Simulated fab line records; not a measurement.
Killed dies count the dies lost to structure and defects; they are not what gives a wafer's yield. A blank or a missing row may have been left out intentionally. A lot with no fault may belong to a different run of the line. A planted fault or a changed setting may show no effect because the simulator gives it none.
Comparing a struck lot with a sound one | flow sfqLine | 37 steps out of a route of 325
Sound: wafers L110.1, L110.2, L110.5. Struck: wafers L119.1, L119.2. The cause comes at the end.
At each step with rows: each side's tool, then ch and its chambers, then its first start. Under that, the readings that differ: sound wafers | struck wafers | difference of the means | sigmas: that difference in standard deviations of wafers without a fault.
alike: words and numbers the same on both sides, and readings whose means are apart by under 2 such deviations; not compared: readings that were withheld, readings missing a value for some wafer, numbers with overlapping values and no deviation given by the record, and bounds like >300 which may hide the same value.
The two part at a step that has a row with sigmas, a row that says differs or no value, or rows on one side only. Non-overlapping numbers with no deviation appear without sigmas and do not part them. A reading missing from all wafers of one side parts the sides only when that side holds two or more wafers.

SFQ_R5_THK_MEAS_934: measures by xrf.
  struck on filmMetro-03, day 62 07:01; sound on filmMetro-03, day 61 02:49
  alike: R5_MONX_THK
then, 6 steps without rows for these wafers: SFQ_TRILAYER_R5_LITHO_COAT_141 (resist thk 62 nm); SFQ_TRILAYER_R5_LITHO_COAT_136 (resist thk 600 nm); SFQ_TRILAYER_R5_LITHO_SOFTBAKE_140; SFQ_TRILAYER_R5_LITHO_EXPOSE_137 (exposes mask R5, target cd 500 nm); SFQ_TRILAYER_R5_LITHO_PEB_139 (peb time 60 s); SFQ_TRILAYER_R5_LITHO_DEVELOP_138 (time 60 s).
-- the record jumps here: 5 days lie between the struck wafers' starts before and after --
SFQ_R5_OVL_MEAS_935:
  struck on overlay-01, day 67 03:43; sound on overlay-02, day 61 05:08
reading     | sound  | struck  | difference | sigmas
R5_OVL (nm) | 8 1 12 | -11 -15 | -20        | -3
SFQ_TRILAYER_R5_BARC_OPEN_METAL_ETCH_177: etches BARC in O2, target depth 125 nm, time 41.7 s.
  sound on rieMetal-03 ch 0,1, day 61 05:10; struck on rieMetal-02 ch 0,1, day 67 03:45
  alike: drypumpMotorCurrentA, oesProductAu
  not compared: rfHoursCounterH
then, 3 steps without rows for these wafers: SFQ_TRILAYER_R5_ETCH_METAL_ETCH_139 (etches the open film in Cl2, stops on SiO2, target depth 60 nm, time 40 s); SFQ_TRILAYER_R5_STRIP_STRIP_140 (strips in O2); SFQ_TRILAYER_R5_STRIP_SOLV_CLEAN_141 (cleans in NMP, time 600 s).
SFQ_TRILAYER_A5C_DEP_PECVD_142: deposits SiO2 from SiH4/N2O, time 15.556 s, target thk 70 nm.
  sound on pecvd-02 ch 1,2, day 61 06:04; struck on pecvd-03 ch 0,1, day 67 04:39
reading                                             | sound            | struck      | difference | sigmas
model.SiO2_of_TRILAYER_A5C_DEP_PECVD_142.thkNm (nm) | 70.22 68.5 69.22 | 56.97 56.62 | -12.52     | 
  alike: heaterPowerW, throttleValvePct
  not compared: sinceWetCleanH
then, 6 steps without rows for these wafers: SFQ_TRILAYER_I5_LITHO_COAT_149 (resist thk 62 nm); SFQ_TRILAYER_I5_LITHO_COAT_144 (resist thk 650 nm); SFQ_TRILAYER_I5_LITHO_SOFTBAKE_148; SFQ_TRILAYER_I5_LITHO_EXPOSE_145 (exposes mask I5, target cd 700 nm); SFQ_TRILAYER_I5_LITHO_PEB_147 (peb time 60 s); SFQ_TRILAYER_I5_LITHO_DEVELOP_146 (time 60 s).
SFQ_I5_OVL_MEAS_936:
  struck on overlay-01, day 67 06:55; sound on overlay-01, day 66 06:14
  alike: I5_OVL
SFQ_TRILAYER_I5_BARC_OPEN_VIA_ETCH_200: etches BARC in O2, target depth 125 nm, time 41.7 s.
  sound on rieDiel-04 ch 0,1,2, day 66 06:17; struck on rieDiel-02 ch 0,3, day 67 06:58
  alike: drypumpMotorCurrentA, oesProductAu
  not compared: rfHoursCounterH
SFQ_TRILAYER_I5_ETCH_VIA_ETCH_147: etches the open film in CHF3, stops on Nb, target depth 360 nm.
  sound on rieDiel-04 ch 0,1,2, day 66 06:19; struck on rieDiel-02 ch 0,3, day 67 07:00
  alike: drypumpMotorCurrentA, oesProductAu
SFQ_TRILAYER_I5_STRIP_STRIP_148: strips in O2.
  sound on rieMetal-03 ch 0,1, day 66 06:28; struck on rieMetal-04 ch 0,1, day 67 07:09
  alike: drypumpMotorCurrentA, oesProductAu
  not compared: rfHoursCounterH
then, 7 steps without rows for these wafers: SFQ_TRILAYER_I5_STRIP_SOLV_CLEAN_149 (cleans in NMP, time 600 s); SFQ_TRILAYER_C5_LITHO_COAT_156 (resist thk 62 nm); SFQ_TRILAYER_C5_LITHO_COAT_151 (resist thk 650 nm); SFQ_TRILAYER_C5_LITHO_SOFTBAKE_155; SFQ_TRILAYER_C5_LITHO_EXPOSE_152 (exposes mask C5, target cd 500 nm); SFQ_TRILAYER_C5_LITHO_PEB_154 (peb time 60 s); SFQ_TRILAYER_C5_LITHO_DEVELOP_153 (time 60 s).
-- the record jumps here: 5 days lie between the struck wafers' starts before and after --
SFQ_C5_OVL_MEAS_937:
  struck on overlay-02, day 72 05:02; sound on overlay-02, day 71 06:07
  alike: C5_OVL
then, 1 step without rows for these wafers: SFQ_TRILAYER_C5_BARC_OPEN_VIA_ETCH_210 (etches BARC in O2, target depth 125 nm, time 41.7 s).
SFQ_TRILAYER_C5_ETCH_VIA_ETCH_154: etches SiO2 in CHF3, stops on Nb, target depth 84 nm.
  sound on rieDiel-04 ch 1,2,3, day 71 06:11; struck on rieDiel-01 ch 1,2, day 72 05:07
reading                      | sound             | struck      | difference | sigmas
oesProductAu (a.u.)          | 0.893 0.883 0.888 | 0.802 0.797 | -0.088     | -11
model.C5.featureDepthNm (nm) | 70.22 68.5 69.22  | 56.97 56.62 | -12.52     | 
model.etch.depthNm (nm)      | 70.22 68.5 69.22  | 56.97 56.62 | -12.52     | 
  alike: drypumpMotorCurrentA
then, 2 steps without rows for these wafers: SFQ_TRILAYER_C5_STRIP_STRIP_155 (strips in O2); SFQ_TRILAYER_C5_STRIP_SOLV_CLEAN_156 (cleans in NMP, time 600 s).
SFQ_TRILAYER_M6_DEP_PRE_CLEAN_158: time 22.5 s.
  struck on pvdSputter-03, day 72 05:56; sound on pvdSputter-04, day 71 07:00
reading                                             | sound          | struck      | difference | sigmas
model.SiO2_of_TRILAYER_A5C_DEP_PECVD_142.thkNm (nm) | 62.72 61 61.72 | 49.47 49.12 | -12.52     | 
SFQ_TRILAYER_M6_DEP_SPUTTER_157: material Nb, target thk 200 nm, time 133.3 s.
  struck on pvdSputter-03, day 72 05:58; sound on pvdSputter-04, day 71 07:02
  alike: throttleValvePct

WHERE THEY PART
At SFQ_R5_OVL_MEAS_935 first; at SFQ_TRILAYER_C5_ETCH_VIA_ETCH_154 last (within this record only). Later steps at which nothing parts them and some readings are alike: SFQ_TRILAYER_M6_DEP_SPUTTER_157.

WHY: the cause the simulator had injected
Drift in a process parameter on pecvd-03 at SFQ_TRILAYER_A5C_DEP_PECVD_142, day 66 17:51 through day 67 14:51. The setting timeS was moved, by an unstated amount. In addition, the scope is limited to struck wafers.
